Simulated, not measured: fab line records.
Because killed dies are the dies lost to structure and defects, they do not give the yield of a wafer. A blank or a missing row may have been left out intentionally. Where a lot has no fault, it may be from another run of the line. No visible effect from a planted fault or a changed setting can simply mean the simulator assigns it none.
A lot that was struck, set against a sound lot | flow sky130 | 43 steps out of a route of 708
Sound: these wafers, L870.2, L870.3, L870.4. Wafers L887.1, L887.2, L887.5 were the ones struck. The cause comes at the end.
Order at every step that has rows: each side's tool, ch and its chambers, its first start. Under that, the readings that differ: sound wafers | struck wafers | difference of the means | sigmas: that difference in standard deviations of wafers without a fault.
alike: same words and numbers on both sides, and readings whose means sit less than 2 such deviations apart. not compared: any withheld reading, any reading some wafer has no value for, any bound like >300 that may hide the same value, and any number with overlapping values for which the record gives no deviation.
Wherever a step has rows on one side only, a row that says differs or no value, or a row with sigmas, the two part there. When numbers do not overlap yet have no deviation, they are printed without sigmas and do not part them. Lack of a reading on every wafer of one side parts them only where that side has two or more wafers.

first, 1 step without rows for these wafers: SKY_CONTACT_CMP_04 (polishes SiO2).
SKY_CONTACT_BOW_MEAS_05:
  sound: filmMetro-01 at day 32 16:48; struck: filmMetro-01 at day 37 16:31
reading          | sound    | struck   | difference | sigmas
CONTACT_BOW (um) | 75 69 80 | 90 97 87 | +17        | +3
then, 8 steps without rows for these wafers: SKY_CONTACT_DEHYDRATE_06 (time 60 s); SKY_CONTACT_HMDS_07 (prime time 60 s); SKY_CONTACT_COAT_08 (resist thk 60 nm); SKY_CONTACT_COAT_09 (resist thk 450 nm); SKY_CONTACT_SOFTBAKE_10 (time 90 s); SKY_CONTACT_EXPOSE_11 (exposes mask CTM1, target cd 170 nm); SKY_CONTACT_PEB_12; SKY_CONTACT_DEVELOP_13 (develop time 60 s).
SKY_CONTACT_CD_MEAS_14 targets a cd of 170 nm.
  sound: cdSem-01 at day 33 20:26; struck: cdSem-01 at day 38 18:22
reading   | sound             | struck            | difference | sigmas
cdNm (nm) | 167.7 168.4 167.9 | 171.8 173.2 170.3 | +3.8       | +2
SKY_CONTACT_OVL_MEAS_15:
  sound: overlay-02 at day 33 20:32; struck: overlay-02 at day 38 18:29
  alike: CONTACT_OVL
SKY_CONTACT_ETCH_16: etches BARC in N2/H2, stops on SiO2, time 45.9 s, target depth 60 nm.
  sound on rieDiel-01 ch 0,1,3, day 33 20:34; struck on rieDiel-01 ch 2,3, day 38 18:31
  alike: drypumpMotorCurrentA, n2FlowSccm, oesProductAu, throttleValvePct
  not compared: rfHoursCounterH
then, 2 steps without rows for these wafers: SKY_CONTACT_ETCH_17 (etches SiO2 in C4F8/O2/Ar, stops on Si3N4, target depth 340 nm); SKY_CONTACT_ETCH_18 (etches Si3N4 in CHF3/O2, stops on TiN, time 39 s, target depth 75 nm).
SKY_CONTACT_STRIP_19: strips in O2/N2.
  sound on plasmaAsher-03 ch 0,1, day 33 20:42; struck on plasmaAsher-01 ch 0,1, day 38 18:38
  alike: drypumpMotorCurrentA, n2FlowSccm, oesProductAu, stripTimeToEndpointS
  not compared: rfHoursCounterH
then, 5 steps without rows for these wafers: SKY_CONTACT_STRIP_20 (strips in post etch residue remover, time 1200 s); SKY_CONTACT_CLEAN_21 (cleans in IPA, time 180 s); SKY_CONTACT_CLEAN_22 (cleans in O3/DIW); SKY_CONTACT_SPUTTER_23 (material TiN, target thk 20 nm, time 80 s); SKY_CONTACT_CVD_24 (deposits W, target thk 340 nm, time 102.12 s).
SKY_CONTACT_RS_MEAS_25: measures by four-point-probe.
  sound: filmMetro-03 at day 33 21:31; struck: filmMetro-01 at day 38 19:35
  alike: CONTACT_W_RS
SKY_CONTACT_THK_MEAS_26: measures by xrf.
  sound: filmMetro-03 at day 33 21:37; struck: filmMetro-01 at day 38 19:43
  alike: CONTACT_W_THK
SKY_CONTACT_CMP_27: polishes, stops on SiO2, t overpolish 15 s, target thk 0 nm.
  sound on cmp-02 ch 0,1,2, day 33 21:40; struck on cmp-01 ch 0,2,3, day 38 19:52
  alike: headPressurePsi, motorCurrentA, overpolishRunS, timeToEndpointS
then, 1 step without rows for these wafers: SKY_METAL1_SPUTTER_00 (material Ti, target thk 15 nm, time 10 s).
SKY_METAL1_SPUTTER_01: material TiN, target thk 20 nm, time 16.7 s.
  sound: pvdSputter-04 at day 33 21:59; struck: pvdSputter-04 at day 38 20:05
  alike: throttleValvePct
SKY_METAL1_SPUTTER_02: material AlCu, target thk 250 nm, time 13.3 s.
  sound: pvdSputter-04 at day 33 22:01; struck: pvdSputter-04 at day 38 20:07
  alike: throttleValvePct
then, 2 steps without rows for these wafers: SKY_METAL1_SPUTTER_03 (material Ti, target thk 5 nm, time 3.3 s); SKY_METAL1_SPUTTER_04 (material TiN, target thk 70 nm, time 58.3 s).
SKY_METAL1_RS_MEAS_05: measures by four-point-probe.
  sound: filmMetro-02 at day 33 22:08; struck: filmMetro-02 at day 38 20:13
  alike: METAL1_ALCU_RS
SKY_METAL1_THK_MEAS_06: measures by xrf.
  sound: filmMetro-02 at day 33 22:14; struck: filmMetro-02 at day 38 20:20
  alike: METAL1_ALCU_THK
then, 8 steps without rows for these wafers: SKY_METAL1_DEHYDRATE_07 (time 60 s); SKY_METAL1_HMDS_08 (prime time 60 s); SKY_METAL1_COAT_09 (resist thk 60 nm); SKY_METAL1_COAT_10 (resist thk 450 nm); SKY_METAL1_SOFTBAKE_11 (time 87.59 s); SKY_METAL1_EXPOSE_12 (exposes mask MM1, target cd 140 nm); SKY_METAL1_PEB_13; SKY_METAL1_DEVELOP_14 (develop time 60 s).
SKY_METAL1_CD_MEAS_15 targets a cd of 140 nm.
  sound: cdSem-02 at day 35 00:37; struck: cdSem-02 at day 39 21:13
  alike: cdNm
SKY_METAL1_OVL_MEAS_16:
  sound: overlay-02 at day 35 00:43; struck: overlay-02 at day 39 21:20
  alike: METAL1_OVL
SKY_METAL1_DESCUM_17: chemistry O2, time 8 s.
  sound on rieMetal-02 ch 0,1, day 35 00:44; struck on rieMetal-04 ch 0,1, day 39 21:22
  alike: drypumpMotorCurrentA, oesProductAu
  not compared: rfHoursCounterH
-- the record jumps here: 11 days lie between the struck wafers' starts before and after (it left off in module METAL1 and takes up again in module PAD_OPEN, whose first step shown is number 708 of the route) --
SKY_PAD_OPEN_PROBE_99:
  sound: prober-02 at day 47 12:07; struck: prober-01 at day 50 21:38
reading            | sound     | struck                                                                  | difference                   | sigmas
hold               | - - -     | awaitDispo/2.9h/release awaitDispo/2.9h/release awaitDispo/2.9h/release | no value on the sound wafers | 
killed_at_M0_to_M3 | 44 66 48  | 39 31 39                                                                | -16                          | -2
killedAtContacts   | 20 22 21  | 69 63 60                                                                | +43                          | +7
killedDies         | 77 102 83 | 117 114 116                                                             | +28                          | +3
  alike: killed_at_M4_up, killedAtFrontEnd, killedAtOther, killedOpen, killedShort

== WHERE THEY PART ==
At SKY_CONTACT_BOW_MEAS_05 first; at SKY_PAD_OPEN_PROBE_99 last (within this record only).

WHY: what had been put in by the simulator
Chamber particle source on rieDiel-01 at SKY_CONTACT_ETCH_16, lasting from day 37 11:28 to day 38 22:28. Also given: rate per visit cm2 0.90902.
